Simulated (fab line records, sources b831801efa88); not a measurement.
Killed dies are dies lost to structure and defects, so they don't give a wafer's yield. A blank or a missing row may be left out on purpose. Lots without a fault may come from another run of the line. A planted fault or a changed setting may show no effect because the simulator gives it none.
Which tool did it? | flow sfq_line | 14 lots, 42 wafers sampled, at 1 step of a route of 325

WHAT THE GAUGES READ, wafer by wafer
The record holds no reading of a measuring or inspecting step that can be judged against a usual standard deviation.

WHICH TOOL RAN EACH LOT (tool, then ch and the chambers of the sampled wafers, then the start)
lot  | SFQ_TRILAYER_I7_VIA_LITHO_PEB_190
L229 | litho_track-02 ch 0, day 79 21:55
L232 | litho_track-01 ch 0, day 80 15:55
L233 | litho_track-04 ch 0, day 80 17:07
L234 | litho_track-02 ch 0, day 80 20:44
L236 | litho_track-04 ch 0, day 81 00:19
L238 | litho_track-02 ch 0, day 86 00:40
L240 | litho_track-04 ch 0, day 86 02:22
L241 | litho_track-01 ch 0, day 89 14:55
L244 | litho_track-02 ch 0, day 90 02:52
L245 | litho_track-02 ch 0, day 90 07:48
L246 | litho_track-04 ch 0, day 90 09:00
L247 | litho_track-04 ch 0, day 90 13:49
L249 | litho_track-04 ch 0, day 91 13:56
L250 | litho_track-01 ch 0, day 91 16:19
- SFQ_TRILAYER_I7_VIA_LITHO_PEB_190: peb time 60 s.

WHAT THE TOOLS THEMSELVES READ (means of the sampled wafers that have a number; where no wafer has one, the mark that the record gives instead)
SFQ_TRILAYER_I7_VIA_LITHO_PEB_190.
lot  | tool           | heater_power_total_W (W)
L229 | litho_track-02 | 79.15
L232 | litho_track-01 | 79.19
L233 | litho_track-04 | 79.16
L234 | litho_track-02 | 79.08
L236 | litho_track-04 | 79.11
L238 | litho_track-02 | 79.12
L240 | litho_track-04 | 79.18
L241 | litho_track-01 | 79.19
L244 | litho_track-02 | 90.00
L245 | litho_track-02 | 84.59
L246 | litho_track-04 | 79.15
L247 | litho_track-04 | 79.04
L249 | litho_track-04 | 79.24
L250 | litho_track-01 | 79.13

THE ANSWER, worked out from the rows above alone
Rule: what is usual is taken from the lots themselves. Put in order of their means at a reading, lots are off if they are a third of the lots or fewer, leave a main group of 4 or more, and stand apart from it by a gap of 3 or more times the standard deviation of the main group's means; of several such gaps the widest counts. A main group whose means are all the same, to the digits that the tables above print for the reading, isn't used. A lot without any number at a reading at which 4 lots or more have one is off too. The other lots that the step has rows for count as sound. The gauges are gone through in route order, then the tools' own readings, and for those a lot's mean is taken as printed above. The first step at which some lot is off is used, and at that step the reading that is off furthest; a lot without a number counts as furthest.
Off: L244, L245, at SFQ_TRILAYER_I7_VIA_LITHO_PEB_190 (heater_power_total_W). The main group: mean 79.14 W, standard deviation 0.052.
A tool fits if, at that step or a process step before it, it ran every lot that is off, and no sound lot after the first of them. One fits: litho_track-02 at SFQ_TRILAYER_I7_VIA_LITHO_PEB_190. Its last sound lot is L238 (day 86 00:40), its first lot that is off L244 (day 90 02:52): a fault that began between those two fits.
The tool's own readings at SFQ_TRILAYER_I7_VIA_LITHO_PEB_190 bear it out: on the lots that are off they differ by more than 5 times the standard deviation of the sound lots' means. heater_power_total_W reads 87.30 W there against 79.14 W on the sound lots.

WHAT THE SIMULATOR HAD PUT IN
Process parameter drift: litho_track-02, from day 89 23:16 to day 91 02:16, at SFQ_TRILAYER_I7_VIA_LITHO_PEB_190. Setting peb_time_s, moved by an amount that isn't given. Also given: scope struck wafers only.
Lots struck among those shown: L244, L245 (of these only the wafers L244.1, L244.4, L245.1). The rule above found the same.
